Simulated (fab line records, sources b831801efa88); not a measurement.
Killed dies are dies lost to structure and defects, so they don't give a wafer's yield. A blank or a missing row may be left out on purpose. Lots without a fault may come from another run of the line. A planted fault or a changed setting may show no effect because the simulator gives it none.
A struck lot beside a sound one | flow sfq_line | 42 steps out of a route of 325
Sound: wafers L949.2, L949.3, L949.4. Struck: wafers L954.2, L954.3, L954.5. The cause comes at the end.
At each step with rows: each side's tool, then ch and its chambers, then its first start. Under that, the readings that differ: sound wafers | struck wafers | difference of the means | sigmas: that difference in standard deviations of wafers without a fault.
alike: readings whose means differ by less than 2 such deviations, and words and numbers that are the same on both sides. not compared: withheld readings, readings that some wafer has no value for, bounds like >300 that may hide the same value, and numbers for which the record gives no deviation and whose values overlap.
The two part at a step that has a row with sigmas, a row that says differs or no value, or rows on one side only. Numbers that don't overlap but have no deviation are shown without sigmas and don't part them. A reading that every wafer of one side lacks parts them only if that side has two wafers or more.

first, 6 steps without rows for these wafers: SFQ_TRILAYER_M0_LITHO_COAT_026 (resist thk 62 nm); SFQ_TRILAYER_M0_LITHO_COAT_021 (resist thk 600 nm); SFQ_TRILAYER_M0_LITHO_SOFTBAKE_025; SFQ_TRILAYER_M0_LITHO_EXPOSE_022 (exposes mask M0, target cd 500 nm); SFQ_TRILAYER_M0_LITHO_PEB_024 (peb time 60 s); SFQ_TRILAYER_M0_LITHO_DEVELOP_023 (time 60 s).
SFQ_M0_OVL_MEAS_906:
  sound on overlay-02, day 12 02:25; struck on overlay-01, day 14 05:03
  alike: M0_OVL
SFQ_TRILAYER_M0_BARC_OPEN_METAL_ETCH_031: etches BARC in O2, target depth 125 nm, time 41.7 s.
  sound on rie_metal-04 ch 0,1, day 12 02:27; struck on rie_metal-04 ch 0,1, day 14 05:05
  alike: drypump_motor_current_A, oes_product_au
  not compared: rf_hours_counter_h
then, 4 steps without rows for these wafers: SFQ_TRILAYER_M0_ETCH_METAL_ETCH_024 (etches Nb in Cl2/Ar, stops on SiO2, target depth 240 nm, time 120 s); SFQ_TRILAYER_M0_STRIP_STRIP_025 (strips in O2); SFQ_TRILAYER_M0_STRIP_SOLV_CLEAN_026 (cleans in NMP, time 600 s); SFQ_TRILAYER_I0_DEP_PECVD_027 (deposits SiO2 from SiH4/N2O, time 111.11 s, target thk 500 nm).
SFQ_TRILAYER_I0_CMP_CMP_028: polishes SiO2.
  sound on cmp-02 ch 0,1,3, day 12 04:10; struck on cmp-02 ch 1,2, day 14 06:07
  reading                                             | sound           | struck            | difference | sigmas
  time_to_endpoint_s (s)                              | 229 219 223     | 281 278 283       | +57        | +9
  model.SiO2_of_TRILAYER_I0_DEP_PECVD_027.thk_nm (nm) | 199.8 198.1 199 | 304.8 303.2 306.3 | +105.8     |
  alike: motor_current_A
SFQ_I0_BOW_MEAS_907:
  sound on film_metro-04, day 12 07:11; struck on film_metro-02, day 14 09:08
  reading     | sound   | struck    | difference | sigmas
  I0_BOW (um) | 0 10 21 | -13 -8 -7 | -20        | -3
SFQ_TRILAYER_I0_METRO_MEASURE_029:
  sound on film_metro-04, day 12 07:29; struck on film_metro-02, day 14 09:26
  reading     | sound             | struck            | difference | sigmas
  thk_nm (nm) | 199.7 198.1 199.1 | 304.9 303.1 306.2 | +105.8     | +96
then, 6 steps without rows for these wafers: SFQ_TRILAYER_I0_VIA_LITHO_COAT_036 (resist thk 62 nm); SFQ_TRILAYER_I0_VIA_LITHO_COAT_031 (resist thk 650 nm); SFQ_TRILAYER_I0_VIA_LITHO_SOFTBAKE_035; SFQ_TRILAYER_I0_VIA_LITHO_EXPOSE_032 (exposes mask I0, target cd 500 nm); SFQ_TRILAYER_I0_VIA_LITHO_PEB_034 (peb time 60 s); SFQ_TRILAYER_I0_VIA_LITHO_DEVELOP_033 (time 60 s).
-- the record jumps here: 6 days lie between the struck wafers' starts before and after --
SFQ_I0_OVL_MEAS_908:
  sound on overlay-02, day 17 16:06; struck on overlay-02, day 20 08:53
  alike: I0_OVL
then, 1 step without rows for these wafers: SFQ_TRILAYER_I0_VIA_BARC_OPEN_VIA_ETCH_046 (etches BARC in O2, target depth 125 nm, time 41.7 s).
SFQ_TRILAYER_I0_VIA_ETCH_VIA_ETCH_034: etches SiO2 in CHF3, stops on Nb, target depth 260 nm.
  sound on rie_diel-01 ch 0,2,3, day 17 16:10; struck on rie_diel-01 ch 1,3, day 20 08:57
  reading                        | sound             | struck            | difference | sigmas
  oes_product_au (a.u.)          | 0.856 0.852 0.847 | 1.001 0.987 1.000 | +0.144     | +28
  model.I0.feature_depth_nm (nm) | 199.8 198.1 199   | 258.9 256.1 258.1 | +58.7      |
  model.etch.depth_nm (nm)       | 199.8 198.1 199   | 258.9 256.1 258.1 | +58.7      |
  alike: drypump_motor_current_A
SFQ_TRILAYER_I0_VIA_STRIP_STRIP_035: strips in O2.
  sound on rie_metal-02 ch 1, day 17 16:29; struck on rie_metal-03 ch 1, day 20 09:16
  alike: drypump_motor_current_A, oes_product_au
  not compared: rf_hours_counter_h
then, 1 step without rows for these wafers: SFQ_TRILAYER_I0_VIA_STRIP_SOLV_CLEAN_036 (cleans in NMP, time 600 s).
SFQ_TRILAYER_M1_DEP_PRE_CLEAN_038: time 22.5 s.
  sound on pvd_sputter-06, day 17 17:40; struck on pvd_sputter-05, day 20 10:27
  reading                                             | sound             | struck            | difference | sigmas
  model.SiO2_of_TRILAYER_I0_DEP_PECVD_027.thk_nm (nm) | 192.3 190.6 191.5 | 297.3 295.7 298.8 | +105.8     |
then, 1 step without rows for these wafers: SFQ_TRILAYER_M1_DEP_SPUTTER_037 (material Nb, target thk 200 nm, time 133.3 s).
SFQ_M1_RS_MEAS_909: measures by four-point-probe.
  sound on film_metro-04, day 17 17:48; struck on film_metro-03, day 20 10:35
  alike: M1_NB_RS
then, 6 steps without rows for these wafers: SFQ_TRILAYER_M1_LITHO_COAT_044 (resist thk 61.27 nm); SFQ_TRILAYER_M1_LITHO_COAT_039 (resist thk 600 nm); SFQ_TRILAYER_M1_LITHO_SOFTBAKE_043; SFQ_TRILAYER_M1_LITHO_EXPOSE_040 (exposes mask M1, target cd 500 nm); SFQ_TRILAYER_M1_LITHO_PEB_042 (peb time 60 s); SFQ_TRILAYER_M1_LITHO_DEVELOP_041 (time 60 s).
-- the record jumps here: 7 days lie between the struck wafers' starts before and after --
SFQ_M1_OVL_MEAS_911:
  sound on overlay-02, day 24 03:29; struck on overlay-01, day 26 23:37
  alike: M1_OVL
SFQ_TRILAYER_M1_BARC_OPEN_METAL_ETCH_054: etches BARC in O2, target depth 125 nm, time 41.7 s.
  sound on rie_metal-02 ch 0,1, day 24 03:31; struck on rie_metal-04 ch 1, day 26 23:38
  alike: drypump_motor_current_A, oes_product_au
  not compared: rf_hours_counter_h
SFQ_TRILAYER_M1_ETCH_METAL_ETCH_042: etches Nb in Cl2/Ar, stops on SiO2, target depth 240 nm, time 120 s.
  sound on rie_metal-02 ch 0,1, day 24 03:34; struck on rie_metal-04 ch 1, day 26 23:42
  alike: drypump_motor_current_A, oes_product_au
  not compared: rf_hours_counter_h
SFQ_TRILAYER_M1_STRIP_STRIP_043: strips in O2.
  sound on rie_metal-02 ch 0,1, day 24 03:42; struck on rie_metal-04 ch 1, day 26 23:50
  alike: drypump_motor_current_A, oes_product_au
  not compared: rf_hours_counter_h
then, 2 steps without rows for these wafers: SFQ_TRILAYER_M1_STRIP_SOLV_CLEAN_044 (cleans in NMP, time 600 s); SFQ_TRILAYER_I1_DEP_PECVD_045 (deposits SiO2 from SiH4/N2O, time 111.11 s, target thk 500 nm).
-- the record jumps here: 61 days lie between the struck wafers' starts before and after --
SFQ_M8_BOW_MEAS_951:
  sound on film_metro-04, day 86 05:23; struck on film_metro-02, day 88 01:58
  reading                 | sound             | struck            | difference | sigmas
  model.etest.i0.link_ohm | 1.962 1.961 1.941 | 1e+06 1e+06 1e+06 | +1e+06     |
  alike: M8_BOW

WHERE THEY PART
First at SFQ_TRILAYER_I0_CMP_CMP_028; last, within this record, at SFQ_TRILAYER_I0_VIA_ETCH_VIA_ETCH_034. Later steps at which nothing parts them and some readings are alike: SFQ_TRILAYER_I0_VIA_STRIP_STRIP_035, SFQ_M1_RS_MEAS_909, SFQ_M1_OVL_MEAS_911, SFQ_TRILAYER_M1_BARC_OPEN_METAL_ETCH_054, SFQ_TRILAYER_M1_ETCH_METAL_ETCH_042, SFQ_TRILAYER_M1_STRIP_STRIP_043, SFQ_M8_BOW_MEAS_951.

WHY: what the simulator had put in
Process parameter drift: cmp-02, from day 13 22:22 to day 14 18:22, at SFQ_TRILAYER_I0_CMP_CMP_028. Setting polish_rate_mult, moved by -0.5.
